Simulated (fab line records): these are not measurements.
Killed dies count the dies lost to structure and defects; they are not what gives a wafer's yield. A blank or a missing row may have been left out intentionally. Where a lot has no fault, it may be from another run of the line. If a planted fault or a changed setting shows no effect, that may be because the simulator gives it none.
Comparing a struck lot with a sound one || flow gf180mcu || 15 steps out of a route of 602
Sound: wafers L675.3, L675.4, L675.6. Wafers L681.2, L681.5, L681.6 were the ones struck. At the end, the cause is stated.
Per side, at each step with rows, come the tool, then ch with its chambers, and then its first start. Under that, the readings that differ: sound wafers || struck wafers || difference of the means || sigmas: that difference in standard deviations of wafers without a fault.
alike: readings with means less than 2 such deviations apart, plus words and numbers identical on both sides. not compared: withheld readings, readings lacking a value on some wafer, bounds such as >300 that could conceal the same value, and numbers that have no deviation in the record and whose values overlap.
The two part at a step that has a row with sigmas, a row that says differs or no value, or rows on one side only. Numbers that have no deviation but don't overlap get no sigmas and don't part them. Lack of a reading on every wafer of one side parts them only where that side has two or more wafers.

first, 4 steps without rows for these wafers: GF_DNWELL_EXPOSE_04 (exposes mask DNWELL, target cd 1700 nm); GF_DNWELL_PEB_05; GF_DNWELL_DEVELOP_06 (develop time 60 s); GF_DNWELL_IMPLANT_07.
GF_DNWELL_STRIP_08: strips in O2/N2.
  sound on plasma asher-04 ch 0,1, day 4 09:04; struck on plasma asher-02 ch 0,1, day 5 13:14
  alike: drypump motor current A, heater power w, n2 flow sccm, oes product au, strip time to endpoint s
  not compared: rf hours counter h
GF_DNWELL_TW_MEAS_09:
  struck on film metro-02, day 5 13:21; sound on film metro-03, day 4 09:10
  alike: DNWELL_TW
then, 6 steps without rows for these wafers: GF_NWELL_DEHYDRATE_00 (time 60 s); GF_NWELL_HMDS_01 (prime time 60 s); GF_NWELL_COAT_02 (resist thk 3000 nm); GF_NWELL_SOFTBAKE_03; GF_NWELL_EXPOSE_04 (exposes mask Nwell, target cd 860 nm); GF_NWELL_PEB_05.
GF_NWELL_DEVELOP_06: develop time 60 s.
  sound on litho track-01 ch 0, day 4 22:00; struck on litho track-03 ch 0, day 6 03:00
GF_NWELL_OVL_MEAS_07:
  struck on overlay-02, day 6 03:09; sound on overlay-01, day 4 22:48
{"reading": "NWELL_OVL (nm)", "sound": "0.1 2.7 0.9", "struck": "- - -", "difference": "no value on the struck wafers", "sigmas": ""}
then, 1 step without rows for these wafers: GF_NWELL_IMPLANT_08.

WHERE THEY PART
Only at GF_NWELL_OVL_MEAS_07, as far as this record shows.

WHY: what had been put in by the simulator
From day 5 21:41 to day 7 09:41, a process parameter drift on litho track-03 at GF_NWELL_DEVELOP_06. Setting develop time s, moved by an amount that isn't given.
